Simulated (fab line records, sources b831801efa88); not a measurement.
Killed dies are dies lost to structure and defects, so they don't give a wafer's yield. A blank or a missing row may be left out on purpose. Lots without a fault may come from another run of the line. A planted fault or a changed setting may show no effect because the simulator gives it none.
fab line records | flow sky130
record lots=5 wafers=15 last_day=50
route steps=708 shown SPACER@305 POLY_CUT@307 PAD_OPEN@708
lots that met no fault: from a run of the same line without faults
start_h: hours from the record's first day to the start of the lot's first wafer shown | wait_h: hours since the lot's step before | " the same as in the row above | L1.1+2: a row that stands for several wafers | - no value, or no start given | * or withheld: withheld | < > ~ a bound
route shown NAME@n: a module of which the file shows steps, and the number in the route of the first | usual: mean/standard deviation of fault-free wafers | same: alike in all rows | chamber/n: place in a boat | sites: the reading at each site | _std_site: their standard deviation | _edge_site: outer sites' mean less inner sites' | radius_mm: how far each site lies from the wafer's centre | mask NAME#n: copy n | behind: the tool/chamber that last shaped the wafer | hold: why the lot was held/for how many hours/how that ended | device: the transistor (n, p or np) that didn't switch | end of line: the same wafers' tests at the end of the route | a step without rows: its recipe alone | killed: dies lost to structure and defects at the first sort, not the wafer's yield | map: a wafer's dies, x killed, . not, _ none there
set.NAME: the setting as run; set.NAME@STEP: as run at that earlier step | model.NAME: the simulator's own value behind a step, which no gauge read
lots at some steps of the route; a table a step, a row a wafer
services: from which hour (start_h, from the record's first day; less than 0 if before it) a tool's chamber was out of use, for how many hours, and why
## steps
# step SKY_SPACER_THK_MEAS_01
# recipe reads=Si3N4_of_SPACER_CVD_00
# usual SPACER_CVD_00_THK=43.2/0.36
# columns lot.wafer tool chamber start_h wait_h SPACER_CVD_00_THK[nm]
L763.2 film_metro-03 - 561.09 0.0 43.1
L763.4 " - " " 42.8
L763.5 " - " " 42.9
L771.1 film_metro-04 - 645.24 0.0 43.4
L771.5 " - " " 43.1
L771.6 " - " " 42.9
L781.1 film_metro-04 - 701.44 0.0 42.7
L781.2 " - " " 42.8
L781.3 " - " " 42.6
L783.1 film_metro-01 - 704.72 0.0 43.0
L783.4 " - " " 42.8
L783.6 " - " " 42.8
L784.2 film_metro-03 - 722.53 0.0 43.2
L784.3 " - " " 43.1
L784.6 " - " " 43.1
# step SKY_SPACER_ETCHBACK_02
# recipe chemistry=CH3F/O2 target=Si3N4 stop_on=SiO2 source_w=400 bias_w=80 pressure_mtorr=25 ch3f_flow_sccm=40 O2_flow_sccm=30 time_s=46.7 target_depth_a=450
# usual drypump_motor_current_A=5.8/0.5 oes_product_au=0.856/0.0065 throttle_valve_pct=10.563/0.0096
# columns lot.wafer tool chamber start_h wait_h drypump_motor_current_A oes_product_au rf_hours_counter_h throttle_valve_pct
L763.2 rie_diel-04 1 561.14 0.0 6.0 0.855 8 10.550
L763.4 " 3 " " 6.3 0.853 13 10.588
L763.5 " 2 " " 5.5 0.850 - 10.573
L771.1 rie_diel-03 2 645.30 0.1 5.6 0.858 10 10.553
L771.5 " 2 " " 5.6 0.858 - 10.555
L771.6 " 1 " " 5.8 0.857 - 10.560
L781.1 rie_diel-02 3 701.50 0.1 5.7 0.854 50 10.561
L781.2 " 1 " " 5.9 0.848 6 10.580
L781.3 " 2 " " 5.0 0.846 16 10.568
L783.1 rie_diel-04 3 704.78 0.1 6.2 0.862 15 10.552
L783.4 " 2 " " 5.5 0.849 19 10.566
L783.6 " 0 " " 5.2 0.852 - 10.572
L784.2 rie_diel-03 0 722.58 0.0 6.8 0.853 13 10.572
L784.3 " 2 " " 5.6 0.858 11 10.564
L784.6 " 1 " " 5.8 0.847 - 10.563
# step SKY_POLY_CUT_DEHYDRATE_00
# recipe temp_c=200 time_s=60
# step SKY_POLY_CUT_HMDS_01
# recipe prime_time_s=60 prime_temp_c=120
# step SKY_POLY_CUT_COAT_02
# recipe resist=BARC temp_c=withheld time_s=withheld spin_rpm=3000 resist_thk_nm=60
# step SKY_POLY_CUT_COAT_03
# recipe resist=KrF-thick spin_rpm=3000 resist_thk_nm=450
# step SKY_POLY_CUT_SOFTBAKE_04
# recipe temp_c=100 time_s=90 resist=KrF-thick
# step SKY_POLY_CUT_EXPOSE_05
# recipe mask_id=NPCM na=0.8 source_shape=annular sigma_inner=0.55 sigma_outer=0.85 target_cd_nm=270 dose_mj=32
# step SKY_POLY_CUT_PEB_06
# recipe peb_temp_c=withheld peb_time_s=withheld resist=KrF-thick
# step SKY_POLY_CUT_DEVELOP_07
# recipe develop_time_s=60 resist=KrF-thick dev_temp_c=21
# step SKY_POLY_CUT_CD_MEAS_08
# recipe target_cd_nm=270
# usual cd_nm=269.8/1.3
# columns lot.wafer tool chamber start_h wait_h cd_nm
L763.2 cd_sem-01 - 591.53 - 268.0
L763.4 " - " " 268.5
L763.5 " - " " 270.6
L771.1 cd_sem-01 - 673.43 - 270.5
L771.5 " - " " 269.9
L771.6 " - " " 271.1
L781.1 cd_sem-01 - 728.36 - 268.8
L781.2 " - " " 268.7
L781.3 " - " " 268.6
L783.1 cd_sem-01 - 732.58 - 271.0
L783.4 " - " " 270.8
L783.6 " - " " 272.5
L784.2 cd_sem-02 - 749.90 - 267.4
L784.3 " - " " 267.6
L784.6 " - " " 267.6
# step SKY_POLY_CUT_OVL_MEAS_09
# usual POLY_CUT_OVL=-5/5.1
# columns lot.wafer tool chamber start_h wait_h POLY_CUT_OVL[nm]
L763.2 overlay-02 - 591.64 0.1 2
L763.4 " - " " 7
L763.5 " - " " -2
L771.1 overlay-01 - 673.55 0.1 -5
L771.5 " - " " -7
L771.6 " - " " -4
L781.1 overlay-02 - 728.48 0.1 -14
L781.2 " - " " -11
L781.3 " - " " -5
L783.1 overlay-02 - 732.70 0.1 1
L783.4 " - " " -10
L783.6 " - " " -15
L784.2 overlay-02 - 750.01 0.1 1
L784.3 " - " " -9
L784.6 " - " " 3
# step SKY_POLY_CUT_ETCH_10
# recipe chemistry=N2/H2 target=BARC ion_energy_ev=200 source_w=500 bias_w=100 pressure_mtorr=30 n2_flow_sccm=100 h2_flow_sccm=200 stop_on=SiO2 time_s=45.9 target_depth_a=600
# usual drypump_motor_current_A=5.7/0.61 n2_flow_sccm=100.0/0.31 oes_product_au=0.855/0.005 run_length_s=74.3/0.58 throttle_valve_pct=13.225/0.0085
# columns lot.wafer tool chamber start_h wait_h drypump_motor_current_A n2_flow_sccm oes_product_au rf_hours_counter_h run_length_s throttle_valve_pct
L763.2 rie_diel-04 3 591.67 0.0 6.2 100.1 0.850 14 73.6 13.238
L763.4 " 2 " " 5.5 100.5 0.855 - 74.2 13.218
L763.5 " 3 " " 6.3 99.7 0.850 - 73.4 13.227
L771.1 rie_diel-01 2 673.59 0.0 6.7 100.2 0.850 4 75.0 13.215
L771.5 " 2 " " 6.7 99.8 0.859 - 75.0 13.218
L771.6 " 0 " " 5.6 100.1 0.896 - 70.9 13.232
L781.1 rie_diel-02 1 728.52 0.0 6.0 100.0 0.864 6 74.4 13.198
L781.2 " 2 " " 5.0 99.4 0.854 17 74.9 13.231
L781.3 " 0 " " 6.6 99.9 0.853 7 73.7 13.217
L783.1 rie_diel-02 3 732.74 0.0 5.7 99.8 0.858 50 74.7 13.236
L783.4 " 1 " " 5.9 99.8 0.851 6 74.4 13.208
L783.6 " 3 " " 5.7 100.0 0.861 - 74.5 13.233
L784.2 rie_diel-01 2 750.04 0.0 6.7 100.3 0.850 6 74.4 13.238
L784.3 " 1 " " 4.8 99.9 0.850 1 74.8 13.228
L784.6 " 2 " " 6.7 100.2 0.844 - 74.5 13.220
# step SKY_POLY_CUT_ETCH_11
# recipe target=Si3N4 chemistry=CF4/CH2F2/Ar stop_on=poly-Si source_w=600 bias_w=150 pressure_mtorr=40 cf4_flow_sccm=40 ch2f2_flow_sccm=20 Ar_flow_sccm=150 time_s=42.5 target_depth_a=600
# usual drypump_motor_current_A=5.7/0.61 oes_product_au=0.829/0.0061 run_length_s=70.9/0.57 throttle_valve_pct=14.995/0.008
# columns lot.wafer tool chamber start_h wait_h drypump_motor_current_A oes_product_au rf_hours_counter_h run_length_s throttle_valve_pct
L763.2 rie_diel-04 3 591.71 0.0 6.3 0.820 14 69.9 14.986
L763.4 " 2 " " 5.5 0.833 - 71.1 14.998
L763.5 " 3 " " 6.3 0.829 - 70.0 14.997
L771.1 rie_diel-01 2 673.63 0.0 6.7 0.826 4 71.7 14.994
L771.5 " 2 " " 6.7 0.825 - 71.0 14.980
L771.6 " 0 " " 5.6 0.824 - 70.2 14.985
L781.1 rie_diel-02 1 728.56 0.0 5.9 0.816 6 70.9 14.995
L781.2 " 2 " " 5.0 0.826 17 71.4 14.998
L781.3 " 0 " " 6.5 0.823 7 70.3 15.008
L783.1 rie_diel-02 3 732.78 0.0 5.7 0.827 50 71.9 14.989
L783.4 " 1 " " 5.9 0.837 6 70.7 14.999
L783.6 " 3 " " 5.7 0.829 - 71.1 15.005
L784.2 rie_diel-01 2 750.08 0.0 6.7 0.830 6 71.3 15.003
L784.3 " 1 " " 4.8 0.833 1 71.8 14.997
L784.6 " 2 " " 6.7 0.826 - 71.1 14.990
# step SKY_PAD_OPEN_PROBE_99
# usual killed_at_M0_to_M3=43/7.4 killed_at_M4_up=3.3/2 killed_at_contacts=24/5.4 killed_at_front_end=16/4.2 killed_at_other=0.3/0.61 killed_dies=87/9.4 killed_on_rim=17/3.8 killed_open=47/7.3 killed_short=40/6.7
# same gross_dies=492 killed_at_back_side=0
# columns lot.wafer tool chamber start_h wait_h killed_at_M0_to_M3 killed_at_M4_up killed_at_contacts killed_at_front_end killed_at_other killed_dies killed_on_rim killed_open killed_short
L763.2 prober-02 - 1099.48 0.1 41 3 25 16 0 85 18 49 36
L763.4 prober-02 - 1099.58 0.2 41 4 18 17 1 81 16 45 36
L763.5 prober-02 - 1099.63 0.2 42 2 25 21 1 91 21 47 43
L771.1 prober-02 - 1155.38 0.1 43 1 28 16 0 88 16 48 40
L771.5 prober-02 - 1155.58 0.2 32 4 29 12 0 77 16 42 35
L771.6 prober-02 - 1155.63 0.2 53 3 22 11 0 89 17 46 43
L781.1 prober-01 - 1192.03 0.1 47 1 19 23 0 90 19 56 34
L781.2 prober-01 - 1192.08 0.1 41 5 23 17 0 86 14 49 37
L781.3 prober-01 - 1192.13 0.2 39 4 19 8 0 70 13 45 25
L783.1 prober-02 - 1193.02 0.1 26 1 22 27 0 76 16 36 39
L783.4 prober-02 - 1193.17 0.2 54 3 18 19 1 95 19 50 45
L783.6 prober-02 - 1193.27 0.2 32 3 22 16 1 74 9 32 42
L784.2 prober-02 - 1204.98 0.1 43 7 29 11 0 90 18 47 43
L784.3 prober-02 - 1205.03 0.2 46 3 24 16 0 89 14 47 40
L784.6 prober-02 - 1205.18 0.2 31 2 29 14 0 76 12 36 38
# killed by level:class
L763.2 LI_CONTACT:geometric_particle:open=9 VIA1:geometric_particle:open=8 VIA1:geometric_particle:short=8 CONTACT:geometric_particle:open=8 VIA2:geometric_particle:open=7 FIELD_ISO:geometric_particle:short=5 POLY_GATE:geometric_particle:open=5 METAL3:geometric_particle:short=4
L763.4 VIA2:geometric_particle:open=10 VIA1:geometric_particle:open=8 CONTACT:geometric_particle:open=5 VIA3:geometric_particle:open=4 POLY_GATE:geometric_particle:short=4 LOCAL_INTERCONNECT:geometric_particle:short=4 CONTACT:geometric_particle:short=4 METAL2:geometric_particle:short=4
L763.5 VIA1:geometric_particle:open=9 CONTACT:geometric_particle:open=8 LI_CONTACT:geometric_particle:open=8 METAL2:geometric_particle:short=7 FIELD_ISO:geometric_particle:short=6 CONTACT:geometric_particle:short=6 VIA2:geometric_particle:open=5 VIA3:geometric_particle:open=5
L771.1 VIA3:geometric_particle:open=10 LOCAL_INTERCONNECT:geometric_particle:short=9 VIA1:geometric_particle:open=9 FIELD_ISO:geometric_particle:short=7 LI_CONTACT:geometric_particle:open=7 CONTACT:geometric_particle:open=6 METAL2:geometric_particle:short=5 VIA2:geometric_particle:open=4
L771.5 CONTACT:geometric_particle:open=11 LI_CONTACT:geometric_particle:open=6 VIA3:geometric_particle:open=6 FIELD_ISO:geometric_particle:short=5 LI_CONTACT:geometric_particle:short=5 VIA2:geometric_particle:open=5 CONTACT:geometric_particle:short=4 METAL2:geometric_particle:short=4
L771.6 VIA1:geometric_particle:open=11 VIA2:geometric_particle:open=8 LI_CONTACT:geometric_particle:open=7 VIA1:geometric_particle:short=7 METAL2:geometric_particle:short=7 VIA3:geometric_particle:open=6 VIA3:geometric_particle:short=5 POLY_GATE:geometric_particle:open=4
L781.1 VIA1:geometric_particle:open=15 VIA2:geometric_particle:open=8 CONTACT:geometric_particle:open=7 FIELD_ISO:geometric_particle:short=6 POLY_GATE:geometric_particle:open=6 VIA1:geometric_particle:short=6 FIELD_ISO:geometric_particle:open=5 LI_CONTACT:geometric_particle:open=5
L781.2 VIA1:geometric_particle:open=8 VIA2:geometric_particle:open=7 CONTACT:geometric_particle:open=6 CONTACT:geometric_particle:short=6 METAL2:geometric_particle:short=6 POLY_GATE:geometric_particle:short=5 POLY_GATE:geometric_particle:open=5 LOCAL_INTERCONNECT:geometric_particle:short=5
L781.3 VIA2:geometric_particle:open=10 CONTACT:geometric_particle:open=8 VIA1:geometric_particle:open=8 VIA3:geometric_particle:open=5 LI_CONTACT:geometric_particle:open=5 CONTACT:geometric_particle:short=4 VIA1:geometric_particle:short=3 METAL2:geometric_particle:open=3
L783.1 FIELD_ISO:geometric_particle:short=9 CONTACT:geometric_particle:open=8 POLY_GATE:geometric_particle:open=6 LI_CONTACT:geometric_particle:open=5 LOCAL_INTERCONNECT:geometric_particle:short=4 CONTACT:geometric_particle:short=4 VIA1:geometric_particle:short=4 POLY_GATE:geometric_particle:short=3
L783.4 VIA1:geometric_particle:open=12 VIA3:geometric_particle:open=8 METAL1:geometric_particle:short=7 FIELD_ISO:geometric_particle:short=6 CONTACT:geometric_particle:open=6 METAL3:geometric_particle:short=6 METAL1:geometric_particle:open=5 POLY_GATE:geometric_particle:open=4
L783.6 LI_CONTACT:geometric_particle:open=8 FIELD_ISO:geometric_particle:short=6 VIA1:geometric_particle:open=6 VIA2:geometric_particle:short=6 METAL2:geometric_particle:short=5 LOCAL_INTERCONNECT:geometric_particle:short=5 LI_CONTACT:geometric_particle:short=4 CONTACT:geometric_particle:open=4
L784.2 LI_CONTACT:geometric_particle:open=10 VIA1:geometric_particle:open=7 VIA1:geometric_particle:short=7 CONTACT:geometric_particle:open=6 METAL2:geometric_particle:short=6 LOCAL_INTERCONNECT:geometric_particle:short=5 METAL2:geometric_particle:open=5 METAL3:geometric_particle:short=5
L784.3 VIA3:geometric_particle:open=10 VIA1:geometric_particle:open=9 CONTACT:geometric_particle:open=9 METAL2:geometric_particle:short=7 METAL1:geometric_particle:short=7 CONTACT:geometric_particle:short=6 POLY_GATE:geometric_particle:short=5 LI_CONTACT:geometric_particle:open=4
L784.6 CONTACT:geometric_particle:open=8 VIA2:geometric_particle:open=8 CONTACT:geometric_particle:short=7 METAL1:geometric_particle:short=6 POLY_GATE:geometric_particle:open=5 LI_CONTACT:geometric_particle:short=5 LI_CONTACT:geometric_particle:open=5 VIA1:geometric_particle:open=4
## services
# columns tool chamber start_h hours kind
rie_diel-01 2 570.14 4.0 repair
rie_diel-02 2 577.92 18.7 repair
rie_diel-04 1 589.96 2.6 repair
rie_diel-03 3 603.94 3.5 repair
rie_diel-04 3 605.76 6.3 repair
rie_diel-02 0 609.47 6.6 repair
rie_diel-04 1 613.89 9.5 repair
rie_diel-04 2 619.51 3.2 repair
rie_diel-01 1 620.12 10.5 repair
rie_diel-02 0 622.71 15.9 repair
rie_diel-03 - 624.24 2.8 pm
rie_diel-04 - 625.25 0.6 repair
rie_diel-04 - 625.60 1.3 repair
rie_diel-02 3 640.49 15.3 repair
rie_diel-01 3 642.09 10.2 repair
rie_diel-03 - 658.24 0.4 repair
rie_diel-03 2 660.89 4.8 repair
rie_diel-04 1 667.47 7.7 repair
rie_diel-01 - 676.23 2.8 pm
rie_diel-02 - 684.50 1.2 repair
rie_diel-04 0 695.99 4.1 repair
rie_diel-02 1 716.41 4.1 repair
rie_diel-01 0 738.58 8.0 repair
rie_diel-02 3 746.72 8.6 repair
## key
first_sign step=SKY_POLY_CUT_ETCH_10 reading=oes_product_au direction=up sigmas=8.2 usual=0.855 struck=0.896
effect step=SKY_POLY_CUT_ETCH_10 reading=run_length_s direction=down sigmas=6 usual=* struck=*
met_at SKY_POLY_CUT_ETCH_10
struck_wafers L771.6
tester_left_out L771
fault kind=process_parameter_drift tool=rie_diel-01 chamber=- onset_h=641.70 steps=SKY_POLY_CUT_ETCH_10 channel=time_s offset=* shape=step end_h=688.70 scope=struck_wafers_only acts_in=* stated=*
# tester_left_out: of these lots the tester's yield and bins aren't shown, on N5 and GAA mostly nor the transistor test; their killed dies are dies lost to structure and defects alone, not to doping, threshold or leakage, so they don't give the yield
